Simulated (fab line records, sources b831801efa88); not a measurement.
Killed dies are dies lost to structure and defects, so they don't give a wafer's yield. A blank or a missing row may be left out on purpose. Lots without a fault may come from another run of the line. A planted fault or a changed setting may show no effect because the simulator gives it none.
Which tool did it? | flow gf180mcu | 14 lots, 42 wafers sampled, at 2 steps of a route of 602

WHAT THE GAUGES READ, wafer by wafer
GF_M4_RS_MEAS_05: measures by four-point-probe.
lot  | measured     | on            | M4_ALCU_RS (ohm/sq)
L460 | day 22 09:52 | film_metro-03 | 0.0683 0.0681 0.0677
L461 | day 22 15:55 | film_metro-01 | 0.0690 0.0692 0.0684
L462 | day 23 05:43 | film_metro-01 | 0.0687 0.0684 0.0680
L463 | day 23 13:02 | film_metro-03 | 0.0690 0.0691 0.0692
L464 | day 23 20:35 | film_metro-03 | 0.0685 0.0681 0.0679
L466 | day 24 21:06 | film_metro-01 | 0.0695 0.0701 0.0697
L469 | day 25 13:41 | film_metro-03 | 0.0694 0.0702 0.0697
L470 | day 26 00:23 | film_metro-04 | 0.0693 0.0692 0.0692
L473 | day 27 03:44 | film_metro-03 | 0.0702 0.0697 0.0719
L476 | day 27 17:25 | film_metro-03 | 0.0712 0.0705 0.0704
L477 | day 28 03:58 | film_metro-03 | 0.0693 0.0693 0.0699
L478 | day 28 15:40 | film_metro-03 | 0.0680 0.0680 0.0687
L481 | day 29 08:01 | film_metro-04 | 0.0703 0.0694 0.0686
L483 | day 29 20:48 | film_metro-04 | 0.0699 0.0697 0.0715

WHICH TOOL RAN EACH LOT (tool, then ch and the chambers of the sampled wafers, then the start)
lot  | GF_STI_ETCH_14
L460 | rie_si-01 ch 1,2,3, day 2 01:20
L461 | rie_si-01 ch 0,2,3, day 2 07:28
L462 | rie_si-02 ch 1,3, day 2 11:00
L463 | rie_si-02 ch 1,2,3, day 2 16:18
L464 | rie_si-02 ch 1,2, day 2 21:55
L466 | rie_si-01 ch 1,2, day 3 09:01
L469 | rie_si-02 ch 0,1,3, day 3 23:49
L470 | rie_si-02 ch 0,1, day 4 05:26
L473 | rie_si-01 ch 1,3, day 4 21:53
L476 | rie_si-01 ch 0,1,3, day 5 11:44
L477 | rie_si-02 ch 0,1,3, day 5 17:36
L478 | rie_si-02 ch 0,1,2, day 5 23:46
L481 | rie_si-02 ch 1,2,3, day 6 13:37
L483 | rie_si-02 ch 0,1,3, day 7 01:17
- GF_STI_ETCH_14: etches Si in HBr/Cl2/O2, target depth 360 nm, time 102.9 s.

WHAT THE TOOLS THEMSELVES READ (means of the sampled wafers that have a number; where no wafer has one, the mark that the record gives instead)
GF_STI_ETCH_14.
lot  | tool      | drypump_motor_current_A (A) | he_backside_leak_sccm (sccm) | oes_product_au (a.u.) | run_length_s (s) | throttle_valve_pct (%)
L460 | rie_si-01 | 5.6                         | 2.40                         | 1.005                 | 131.1            | 25.658
L461 | rie_si-01 | 5.6                         | 2.56                         | 1.011                 | 131.4            | 25.641
L462 | rie_si-02 | 5.9                         | 2.54                         | 1.012                 | 131.6            | 25.649
L463 | rie_si-02 | 5.9                         | 2.53                         | 1.009                 | 131.6            | 25.646
L464 | rie_si-02 | 5.9                         | 2.46                         | 1.014                 | 131.7            | 25.645
L466 | rie_si-01 | 5.8                         | 2.46                         | 1.004                 | 130.8            | 25.658
L469 | rie_si-02 | 5.5                         | 2.51                         | 1.012                 | 131.3            | 25.645
L470 | rie_si-02 | 5.2                         | 2.43                         | 1.014                 | 131.1            | 25.644
L473 | rie_si-01 | 5.6                         | 2.42                         | 1.001                 | 135.9            | 25.661
L476 | rie_si-01 | 5.6                         | 2.43                         | 1.012                 | 136.2            | 25.653
L477 | rie_si-02 | 5.5                         | 2.48                         | 1.017                 | 131.5            | 25.638
L478 | rie_si-02 | 5.4                         | 2.51                         | 1.006                 | 131.4            | 25.657
L481 | rie_si-02 | 5.9                         | 2.69                         | 1.006                 | 131.6            | 25.650
L483 | rie_si-02 | 5.5                         | 2.57                         | 1.009                 | 131.3            | 25.642

THE ANSWER, worked out from the rows above alone
Rule: what is usual is taken from the lots themselves. Put in order of their means at a reading, lots are off if they are a third of the lots or fewer, leave a main group of 4 or more, and stand apart from it by a gap of 3 or more times the standard deviation of the main group's means; of several such gaps the widest counts. A main group whose means are all the same, to the digits that the tables above print for the reading, isn't used. A lot without any number at a reading at which 4 lots or more have one is off too. The other lots that the step has rows for count as sound. The gauges are gone through in route order, then the tools' own readings, and for those a lot's mean is taken as printed above. The first step at which some lot is off is used, and at that step the reading that is off furthest; a lot without a number counts as furthest.
Off: L473, L476, at GF_STI_ETCH_14 (run_length_s). The main group: mean 131.4 s, standard deviation 0.25.
A tool fits if, at that step or a process step before it, it ran every lot that is off, and no sound lot after the first of them. One fits: rie_si-01 at GF_STI_ETCH_14. Its last sound lot is L466 (day 3 09:01), its first lot that is off L473 (day 4 21:53): a fault that began between those two fits.
The tool's own readings at GF_STI_ETCH_14 bear it out: on the lots that are off they differ by more than 5 times the standard deviation of the sound lots' means. run_length_s reads 136.1 s there against 131.4 s on the sound lots.

WHAT THE SIMULATOR HAD PUT IN
Process parameter drift: rie_si-01, from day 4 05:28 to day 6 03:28, at GF_STI_ETCH_14. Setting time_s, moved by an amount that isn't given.
Lots struck among those shown: L473, L476. The rule above found the same.
